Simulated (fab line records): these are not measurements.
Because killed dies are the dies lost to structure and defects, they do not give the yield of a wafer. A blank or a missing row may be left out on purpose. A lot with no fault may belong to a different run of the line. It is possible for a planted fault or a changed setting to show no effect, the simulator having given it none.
What tool caused it?	flow sky130	Sampling: 13 lots, 39 wafers, 3 of 708 route steps

== WHAT THE GAUGES READ, wafer by wafer ==
SKY_SONOS_ONO_CD_MEAS_13: target cd 410 nm. Usual: 409.0 nm for cd-nm, sd 2.5.
lot	measured	on	cd-nm (nm)	flag
L939	day 13 09:35	cd-sem-02	408.1 406.3 408.5	
L942	day 14 10:23	cd-sem-02	405.2 403.6 404.7	
L944	day 14 23:31	cd-sem-02	409.1 411.0 407.4	
L947	day 15 04:42	cd-sem-02	407.5 407.6 407.7	
L945	day 15 10:01	cd-sem-01	409.2 412.6 411.1	
L949	day 16 04:56	cd-sem-02	408.5 408.9 408.8	
L953	day 17 11:37	cd-sem-01	409.6 411.4 412.7	
L954	day 17 21:14	cd-sem-02	408.2 407.9 403.9	
L955	day 18 07:29	cd-sem-01	413.6 411.2 411.6	
L956	day 18 09:52	cd-sem-02	412.9 411.7 410.1	
L957	day 18 19:54	cd-sem-02	408.8 409.3 409.9	
L961	day 20 13:17	cd-sem-02	409.8 409.6 410.1	
L962	day 20 15:44	cd-sem-02	409.0 408.1 408.0	

SKY_LDD_HVP_OVL_MEAS_07. Usual: LDD_HVP_OVL 1.7 nm, standard deviation 1.5.
lot	measured	on	LDD_HVP_OVL (nm)	flag
L939	day 22 09:46	overlay-02	2.0 1.0 0.7	
L942	day 23 15:26	overlay-01	2.2 1.6 2.6	
L949	day 25 10:49	overlay-02	0.4 0.5 -1.3	
L953	day 26 17:08	overlay-01	1.6 0.7 1.3	
L954	day 27 01:34	overlay-01	-0.8 0.9 0.6	
L955	day 27 10:04	overlay-01	1.0 1.1 1.0	
L956	day 27 13:17	overlay-02	1.3 -0.3 1.2	
L957	day 27 22:25	overlay-02	1.1 0.1 -0.9	
L961	day 29 11:34	overlay-01	2.9 3.0 1.6	
L962	day 29 14:49	overlay-01	3.0 1.4 0.5	

== WHAT TOOL EACH LOT RAN ON (gives the tool, then ch and the chambers of the sampled wafers, and finally the start) ==
lot	SKY_SONOS_ONO_STRIP_17
L939	plasma-asher-04 ch 0,1, day 13 09:50
L942	plasma-asher-01 ch 0,1, day 14 10:44
L944	plasma-asher-03 ch 0,1, day 14 23:46
L947	plasma-asher-03 ch 0,1, day 15 04:56
L945	plasma-asher-04 ch 0,1, day 15 10:16
L949	plasma-asher-01 ch 0,1, day 16 05:12
L953	plasma-asher-01 ch 0,1, day 17 11:53
L954	plasma-asher-03 ch 0,1, day 17 21:30
L955	plasma-asher-03 ch 1, day 18 07:45
L956	plasma-asher-04 ch 0,1, day 18 10:07
L957	plasma-asher-01 ch 0,1, day 18 20:08
L961	plasma-asher-04 ch 0,1, day 20 13:33
L962	plasma-asher-01 ch 0,1, day 20 15:59
- SKY_SONOS_ONO_STRIP_17: strips in O2/N2.

== AS READ BY THE TOOLS THEMSELVES (means over the sampled wafers that have a number; for cases with no such wafer, the mark the record gives instead) ==
SKY_SONOS_ONO_STRIP_17. Usual: chamber-pressure-mTorr 1500.1 mTorr, standard deviation 1.3; drypump-motor-current-A 5.6 A, standard deviation 0.33; oes-product-au 0.710 a.u., standard deviation 0.0045; strip-time-to-endpoint-s 14.11 s, standard deviation 0.046.
lot	tool	chamber-pressure-mTorr (mTorr)	drypump-motor-current-A (A)	oes-product-au (a.u.)	strip-time-to-endpoint-s (s)	flag
L939	plasma-asher-04	1499.2	5.9	0.709	14.10	
L942	plasma-asher-01	1501.8	5.3	0.708	14.15	
L944	plasma-asher-03	-	-	-	-	OFF
L947	plasma-asher-03	-	-	-	-	OFF
L945	plasma-asher-04	-	-	-	-	OFF
L949	plasma-asher-01	1499.9	5.5	0.715	14.00	
L953	plasma-asher-01	1499.5	5.5	0.713	14.11	
L954	plasma-asher-03	1500.0	5.6	0.709	14.13	
L955	plasma-asher-03	1499.3	5.7	0.710	14.15	
L956	plasma-asher-04	1500.1	5.9	0.709	14.14	
L957	plasma-asher-01	1499.6	5.3	0.711	14.06	
L961	plasma-asher-04	1499.8	5.9	0.707	14.14	
L962	plasma-asher-01	1501.5	5.5	0.710	14.11	

== THE ANSWER, worked out from the rows above alone ==
Rule: take the mean of a lot's wafers that have a number; if it is more than 3 standard deviations from the usual mean, the lot is off. Also off: a lot with no number at a reading for which 4 or more lots have one. Where the step has rows for the other lots, those lots are counted as sound. After the gauges, taken in route order, come the tools' own readings; for these a lot's mean is taken, as printed above. The first step at which some lot is off is used, and at that step the reading that is off furthest; a lot without a number counts as furthest.
Off, at SKY_SONOS_ONO_STRIP_17 on chamber-pressure-mTorr: L944, L947, L945. Without a number there: L944, L947, L945.
If a tool, at that step or one of the process steps before it, ran each lot that is off and ran no sound lot following the first of them, it fits. Of those tried, none fits.

== WHAT THE SIMULATOR HAD INSERTED ==
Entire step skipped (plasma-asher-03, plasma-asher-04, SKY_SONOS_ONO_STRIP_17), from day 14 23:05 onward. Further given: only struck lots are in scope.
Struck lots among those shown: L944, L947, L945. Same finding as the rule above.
